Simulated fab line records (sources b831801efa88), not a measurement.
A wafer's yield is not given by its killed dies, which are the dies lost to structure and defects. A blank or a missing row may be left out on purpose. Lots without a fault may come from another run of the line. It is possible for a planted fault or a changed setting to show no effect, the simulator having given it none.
Which tool did it?	flow sfq_line	route of 325 steps, sampled at 1 step: 13 lots, 37 wafers

== WHAT THE GAUGES SHOWED, per wafer ==
The record lacks any reading of a measuring or inspecting step that a usual standard deviation could be used to judge.

== WHICH TOOL RAN EACH LOT (tool, then ch and the chambers of the sampled wafers, then the start) ==
lot	SFQ_TRILAYER_M5_BARC_OPEN_METAL_ETCH_161
L938	rie_metal-03 ch 0,1, day 64 11:26
L939	rie_metal-03 ch 0,1, day 64 13:49
L940	rie_metal-01 ch 0,1, day 65 01:10
L946	rie_metal-03 ch 0,1, day 67 13:16
L947	rie_metal-01 ch 0,1, day 67 15:40
L950	rie_metal-03 ch 0,1, day 68 09:40
L952	rie_metal-01 ch 0,1, day 68 13:15
L955	rie_metal-01 ch 1, day 70 08:27
L956	rie_metal-02 ch 0,1, day 70 09:40
L957	rie_metal-01 ch 0,1, day 70 10:51
L958	rie_metal-02 ch 0,1, day 70 12:03
L960	rie_metal-02 ch 0,1, day 70 14:27
L961	rie_metal-01 ch 0,1, day 70 15:39
- SFQ_TRILAYER_M5_BARC_OPEN_METAL_ETCH_161: etches BARC in O2, target depth 125 nm, time 41.7 s.

== WHAT THE TOOLS THEMSELVES READ (means of the sampled wafers that have a number; where no wafer has one, the mark that the record gives instead) ==
SFQ_TRILAYER_M5_BARC_OPEN_METAL_ETCH_161.
lot	tool	drypump_motor_current_A (A)	oes_product_au (a.u.)	rf_fwd_power_W (W)	run_length_s (s)
L938	rie_metal-03	6.2	0.686	597.7	69.3
L939	rie_metal-03	6.1	0.688	594.8	69.4
L940	rie_metal-01	5.5	0.681	594.9	70.2
L946	rie_metal-03	6.2	0.681	594.8	69.3
L947	rie_metal-01	5.5	0.688	595.5	70.3
L950	rie_metal-03	6.2	0.677	595.5	70.5
L952	rie_metal-01	5.5	0.687	596.9	69.9
L955	rie_metal-01	5.6	0.686	595.8	70.3
L956	rie_metal-02	5.8	0.680	591.4	70.2
L957	rie_metal-01	5.5	0.683	595.5	70.2
L958	rie_metal-02	5.9	0.688	592.3	70.1
L960	rie_metal-02	5.7	0.684	592.5	70.1
L961	rie_metal-01	5.5	0.684	596.5	69.9

== THE ANSWER, worked out from the rows above alone ==
Rule: the lots themselves supply what counts as usual. The widest of any qualifying gaps counts: lots, ordered by their means at a reading, are off when they make up no more than a third of the lots, leave a main group of 4 or more, and stand apart from it by 3 or more times the standard deviation of that group's means. A main group whose means are all the same, to the digits that the tables above print for the reading, isn't used. A lot without any number at a reading at which 4 lots or more have one is off too. Any other lot the step has rows for is counted as sound. After the gauges, taken in route order, come the tools' own readings; for these a lot's mean is taken, as printed above. At the first step where some lot is off, the reading lying furthest off is the one used; lots without a number count as furthest.
No lot is off at any reading shown: from this, nothing can be told.

== WHAT WAS PUT IN BY THE SIMULATOR ==
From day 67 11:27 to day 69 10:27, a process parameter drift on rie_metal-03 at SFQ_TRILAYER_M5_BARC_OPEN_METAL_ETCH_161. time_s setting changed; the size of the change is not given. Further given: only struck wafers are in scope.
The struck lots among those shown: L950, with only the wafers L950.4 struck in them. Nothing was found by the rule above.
